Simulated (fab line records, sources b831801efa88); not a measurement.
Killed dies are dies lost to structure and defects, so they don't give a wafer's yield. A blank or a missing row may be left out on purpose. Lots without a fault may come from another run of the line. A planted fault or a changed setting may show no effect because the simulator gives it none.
fab line records | flow sfq_line
record lots=7 wafers=19 last_day=88
route steps=325 shown INCOMING@1 L0@3
lots that met no fault: from a run of the same line without faults
start_h: hours from the record's first day to the start of the lot's first wafer shown | wait_h: hours since the lot's step before | " the same as in the row above | L1.1+2: a row that stands for several wafers | - no value, or no start given | * or withheld: withheld | < > ~ a bound
route shown NAME@n: a module of which the file shows steps, and the number in the route of the first | usual: mean/standard deviation of fault-free wafers | same: alike in all rows | chamber/n: place in a boat | sites: the reading at each site | _std_site: their standard deviation | _edge_site: outer sites' mean less inner sites' | radius_mm: how far each site lies from the wafer's centre | mask NAME#n: copy n | behind: the tool/chamber that last shaped the wafer | hold: why the lot was held/for how many hours/how that ended | device: the transistor (n, p or np) that didn't switch | end of line: the same wafers' tests at the end of the route | a step without rows: its recipe alone | killed: dies lost to structure and defects at the first sort, not the wafer's yield | map: a wafer's dies, x killed, . not, _ none there
set.NAME: the setting as run; set.NAME@STEP: as run at that earlier step | model.NAME: the simulator's own value behind a step, which no gauge read
lots at some steps of the route; a table a step, a row a wafer
services: from which hour (start_h, from the record's first day; less than 0 if before it) a tool's chamber was out of use, for how many hours, and why
## steps
# step SFQ_INCOMING_BOW_MEAS_900
# recipe mode=bow
# usual INCOMING_BOW=1/5.8
# columns lot.wafer tool chamber start_h wait_h INCOMING_BOW[um]
L353.1 film_metro-01 - 30.00 - -9
L353.2 " - " " -8
L353.3 " - " " -1
L354.1 film_metro-01 - 35.00 - -2
L354.2 " - " " 10
L354.3 " - " " -1
L363.2 film_metro-01 - 80.02 - 0
L363.4 " - " " -6
L364.4 film_metro-03 - 85.06 - 5
L364.5 " - " " 20
L366.2 film_metro-04 - 95.02 - 2
L366.3 " - " " -1
L366.6 " - " " -4
L367.2 film_metro-03 - 100.02 - 18
L367.4 " - " " 3
L367.5 " - " " 5
L368.1 film_metro-01 - 105.00 - 5
L368.3 " - " " 3
L368.4 " - " " -6
# step SFQ_TRILAYER_INCOMING_OXIDATION_002
# recipe temp_c=1000 ambient=H2O target_thk_a=5000 p_h2o_torr=720 ox_time_s=4939
# step SFQ_TRILAYER_L0_DEP_SPUTTER_003
# recipe material=MoNx_KI base_pressure_pa=1.33e-06 target_thk_nm=40 power_w=800 time_s=100 chamber_pressure_pa=0.4
# usual throttle_valve_pct=30.1/1.1
# columns lot.wafer tool chamber start_h wait_h throttle_valve_pct model.MoNx_KI_of_TRILAYER_L0_DEP_SPUTTER_003.thk_nm
L353.1 pvd_sputter-06 - 32.49 0.0 28.7 39.9
L353.2 " - " " 29.0 40.07
L353.3 " - " " 31.2 39.91
L354.1 pvd_sputter-03 - 37.49 0.0 31.9 40.65
L354.2 " - " " 29.8 40.27
L354.3 " - " " 30.8 40.25
L363.2 pvd_sputter-06 - 82.49 0.0 28.6 25.9
L363.4 " - " " 28.8 25.93
L364.4 pvd_sputter-06 - 87.49 0.0 31.6 26.1
L364.5 " - " " 28.8 40.47
L366.2 pvd_sputter-06 - 97.49 0.0 30.4 25.29
L366.3 " - " " 31.5 39.93
L366.6 " - " " 30.1 39.65
L367.2 pvd_sputter-03 - 102.49 0.0 29.8 40.09
L367.4 " - " " 29.0 40.2
L367.5 " - " " 29.6 39.64
L368.1 pvd_sputter-04 - 107.49 0.0 31.0 40.23
L368.3 " - " " 29.3 39.95
L368.4 " - " " 31.0 40.4
# step SFQ_L0_RS_MEAS_901
# recipe thk_meas_gauge=four-point-probe reads=MoNx_KI_of_TRILAYER_L0_DEP_SPUTTER_003
# usual L0_MONX_KI_RS=43.5/0.4
# columns lot.wafer tool chamber start_h wait_h hold L0_MONX_KI_RS[ohm/sq]
L353.1 film_metro-04 - 32.56 0.0 - 43.5
L353.2 " - " " - 43.4
L353.3 " - " " - 43.6
L354.1 film_metro-01 - 37.56 0.0 - 42.7
L354.2 " - " " - 43.1
L354.3 " - " " - 43.2
L363.2 film_metro-02 - 82.58 0.1 await_dispo/0.2h/release 67.1
L363.4 " - " " await_dispo/0.2h/release 67.1
L363.2 film_metro-02 - 82.87 0.3 - 67.1
L363.4 " - " " - 67.0
L364.4 film_metro-02 - 87.62 0.1 await_dispo/0.2h/release 66.7
L364.5 " - " " await_dispo/0.2h/release 43.1
L364.4 film_metro-02 - 87.91 0.3 - 66.7
L364.5 " - " " - 43.0
L366.2 film_metro-04 - 97.58 0.1 await_dispo/0.2h/release 68.8
L366.3 " - " " await_dispo/0.2h/release 43.6
L366.6 " - " " await_dispo/0.2h/release 43.8
L366.2 film_metro-04 - 97.87 0.3 - 68.9
L366.3 " - " " - 43.6
L366.6 " - " " - 43.9
L367.2 film_metro-01 - 102.58 0.1 - 43.3
L367.4 " - " " - 43.3
L367.5 " - " " - 43.9
L368.1 film_metro-02 - 107.56 0.0 - 43.4
L368.3 " - " " - 43.6
L368.4 " - " " - 43.1
# step SFQ_L0_THK_MEAS_902
# recipe thk_meas_gauge=xrf reads=MoNx_KI_of_TRILAYER_L0_DEP_SPUTTER_003
# usual L0_MONX_KI_THK=40.0/0.41
# columns lot.wafer tool chamber start_h wait_h hold L0_MONX_KI_THK[nm]
L353.1 film_metro-04 - 32.68 0.1 - 39.7
L353.2 " - " " - 39.8
L353.3 " - " " - 39.7
L354.1 film_metro-01 - 37.68 0.1 - 40.5
L354.2 " - " " - 40.4
L354.3 " - " " - 40.1
L363.2 film_metro-02 - 84.98 2.1 await_dispo/0.2h/release 25.9
L363.4 " - " " await_dispo/0.2h/release 26.0
L363.2 film_metro-02 - 85.21 0.2 - 25.8
L363.4 " - " " - 26.0
L364.4 film_metro-02 - 90.79 2.9 await_dispo/0.2h/release 26.2
L364.5 " - " " await_dispo/0.2h/release 40.4
L364.4 film_metro-02 - 91.02 0.2 - 26.3
L364.5 " - " " - 40.6
L366.2 film_metro-04 - 99.75 1.9 await_dispo/0.2h/release 25.4
L366.3 " - " " await_dispo/0.2h/release 39.9
L366.6 " - " " await_dispo/0.2h/release 39.9
L366.2 film_metro-04 - 99.98 0.2 - 25.3
L366.3 " - " " - 39.8
L366.6 " - " " - 39.7
L367.2 film_metro-01 - 102.69 0.1 - 40.1
L367.4 " - " " - 40.4
L367.5 " - " " - 39.8
L368.1 film_metro-02 - 107.68 0.1 - 40.1
L368.3 " - " " - 39.8
L368.4 " - " " - 40.5
# step SFQ_TRILAYER_L0_LITHO_COAT_005
# recipe resist=KrF spin_rpm=3000 resist_thk_nm=600
# step SFQ_TRILAYER_L0_LITHO_SOFTBAKE_009
# recipe temp_c=withheld time_s=withheld resist=KrF
# step SFQ_TRILAYER_L0_LITHO_EXPOSE_006
# recipe mask_id=L0 na=0.6 source_shape=conventional sigma_outer=0.65 target_cd_nm=2000 dose_mj=14.4
# step SFQ_TRILAYER_L0_LITHO_PEB_008
# recipe peb_temp_c=115 peb_time_s=60 resist=KrF
# step SFQ_TRILAYER_L0_LITHO_DEVELOP_007
# recipe time_s=60 resist=KrF
# step SFQ_TRILAYER_L0_BARC_OPEN_METAL_ETCH_010
# recipe mask_material=PR chemistry=O2 target_depth_nm=125 target=BARC icp_w=600 bias_w=80 pressure_mtorr=10 time_s=41.7
# usual drypump_motor_current_A=5.8/0.35 oes_product_au=0.685/0.0049
# columns lot.wafer tool chamber start_h wait_h drypump_motor_current_A oes_product_au rf_hours_counter_h
L353.1 rie_metal-01 1 71.38 0.1 5.4 0.686 184
L353.2 " 0 " " 5.5 0.683 6
L353.3 " 1 " " 5.4 0.686 -
L354.1 rie_metal-01 1 73.78 0.1 5.5 0.688 184
L354.2 " 0 " " 5.5 0.686 6
L354.3 " 1 " " 5.4 0.679 -
L363.2 rie_metal-02 1 118.11 0.1 6.3 0.691 177
L363.4 " 0 " " 5.5 0.686 -
L364.4 rie_metal-02 0 122.93 0.1 5.5 0.691 -
L364.5 " 1 " " 6.3 0.696 -
L366.2 rie_metal-02 0 132.51 0.1 5.5 0.687 102
L366.3 " 1 " " 6.3 0.682 -
L366.6 " 0 " " 5.5 0.685 -
L367.2 rie_metal-04 0 137.31 0.1 5.7 0.695 166
L367.4 " 1 " " 6.2 0.688 -
L367.5 " 0 " " 5.8 0.686 -
L368.1 rie_metal-04 1 142.11 0.1 6.2 0.679 133
L368.3 " 0 " " 5.8 0.678 -
L368.4 " 1 " " 6.1 0.685 -
# step SFQ_TRILAYER_L0_ETCH_METAL_ETCH_008
# recipe target=MoNx_KI stop_on=SiO2 mask_material=PR chemistry=SF6/O2 target_depth_nm=50 icp_w=600 bias_w=80 pressure_mtorr=10 time_s=25
# usual drypump_motor_current_A=5.8/0.35 oes_product_au=0.873/0.0061
# columns lot.wafer tool chamber start_h wait_h drypump_motor_current_A oes_product_au rf_hours_counter_h
L353.1 rie_metal-01 1 71.44 0.0 5.5 0.870 184
L353.2 " 0 " " 5.5 0.875 6
L353.3 " 1 " " 5.5 0.865 -
L354.1 rie_metal-01 1 73.84 0.0 5.4 0.883 184
L354.2 " 0 " " 5.5 0.879 6
L354.3 " 1 " " 5.4 0.876 -
L363.2 rie_metal-02 1 118.17 0.0 6.3 0.707 177
L363.4 " 0 " " 5.5 0.695 -
L364.4 rie_metal-02 0 122.99 0.0 5.5 0.702 -
L364.5 " 1 " " 6.3 0.875 -
L366.2 rie_metal-02 0 132.57 0.0 5.5 0.695 102
L366.3 " 1 " " 6.3 0.878 -
L366.6 " 0 " " 5.4 0.871 -
L367.2 rie_metal-04 0 137.37 0.0 5.8 0.870 166
L367.4 " 1 " " 6.2 0.880 -
L367.5 " 0 " " 5.8 0.866 -
L368.1 rie_metal-04 1 142.17 0.0 6.2 0.870 133
L368.3 " 0 " " 5.8 0.869 -
L368.4 " 1 " " 6.1 0.875 -
# step SFQ_TRILAYER_L0_STRIP_STRIP_009
# recipe gas=O2 power_w=200 platen_temp_c=40 overash_fraction=0.65 chemistry=O2 pressure_mtorr=50
# usual drypump_motor_current_A=5.8/0.35 oes_product_au=0.997/0.0079
# columns lot.wafer tool chamber start_h wait_h drypump_motor_current_A oes_product_au rf_hours_counter_h
L353.1 rie_metal-01 1 71.49 0.0 5.5 0.994 184
L353.2 " 0 " " 5.5 0.993 6
L353.3 " 1 " " 5.4 0.995 -
L354.1 rie_metal-01 1 73.89 0.0 5.4 1.004 184
L354.2 " 0 " " 5.5 1.017 6
L354.3 " 1 " " 5.4 0.997 -
L363.2 rie_metal-02 1 118.22 0.0 6.3 0.997 177
L363.4 " 0 " " 5.5 0.990 -
L364.4 rie_metal-02 0 123.22 0.2 5.5 0.997 -
L364.5 " 1 " " 6.3 0.998 -
L366.2 rie_metal-02 0 132.62 0.0 5.4 0.993 102
L366.3 " 1 " " 6.3 0.991 -
L366.6 " 0 " " 5.5 0.988 -
L367.2 rie_metal-04 0 137.42 0.0 5.8 0.992 166
L367.4 " 1 " " 6.2 0.993 -
L367.5 " 0 " " 5.8 0.997 -
L368.1 rie_metal-04 1 142.22 0.0 6.1 0.991 133
L368.3 " 0 " " 5.8 0.985 -
L368.4 " 1 " " 6.1 1.000 -
## services
# columns tool chamber start_h hours kind
pvd_sputter-03 2 16.61 - consumable_replace:kit
pvd_sputter-03 2 16.61 18.0 scheduled_down
pvd_sputter-03 2 16.61 18.0 vent_cycle
rie_metal-02 - 74.25 1.4 pm
rie_metal-04 - 82.32 2.8 pm
pvd_sputter-06 3 100.30 - consumable_replace:kit
pvd_sputter-06 3 100.30 18.0 scheduled_down
pvd_sputter-06 3 100.30 18.0 vent_cycle
rie_metal-01 0 113.52 6.9 repair
rie_metal-04 0 128.13 6.3 repair
pvd_sputter-06 - 131.35 2.4 repair
rie_metal-04 - 139.01 0.4 repair
## key
first_sign step=SFQ_L0_RS_MEAS_901 reading=visit direction=added
effect step=SFQ_L0_RS_MEAS_901 reading=L0_MONX_KI_RS direction=up sigmas=60 usual=43.5 struck=67.4
effect step=SFQ_L0_THK_MEAS_902 reading=visit direction=added
effect step=SFQ_L0_THK_MEAS_902 reading=L0_MONX_KI_THK direction=down sigmas=35 usual=40.0 struck=25.9
effect step=SFQ_TRILAYER_L0_ETCH_METAL_ETCH_008 reading=oes_product_au direction=down sigmas=29 usual=0.873 struck=0.700
model_effect step=SFQ_TRILAYER_L0_DEP_SPUTTER_003 value=MoNx_KI_of_TRILAYER_L0_DEP_SPUTTER_003.thk_nm without=40.12 struck=25.8
met_at SFQ_TRILAYER_L0_DEP_SPUTTER_003
struck_wafers L363.2,L363.4,L364.4,L366.2
onset_between 32.49 82.49
fault kind=process_parameter_drift tool=pvd_sputter-06 chamber=- onset_h=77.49 steps=SFQ_TRILAYER_L0_DEP_SPUTTER_003 channel=target_thk_nm offset=-14.315 shape=step end_h=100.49 scope=struck_wafers_only acts_in=these_recipes_only stated=40
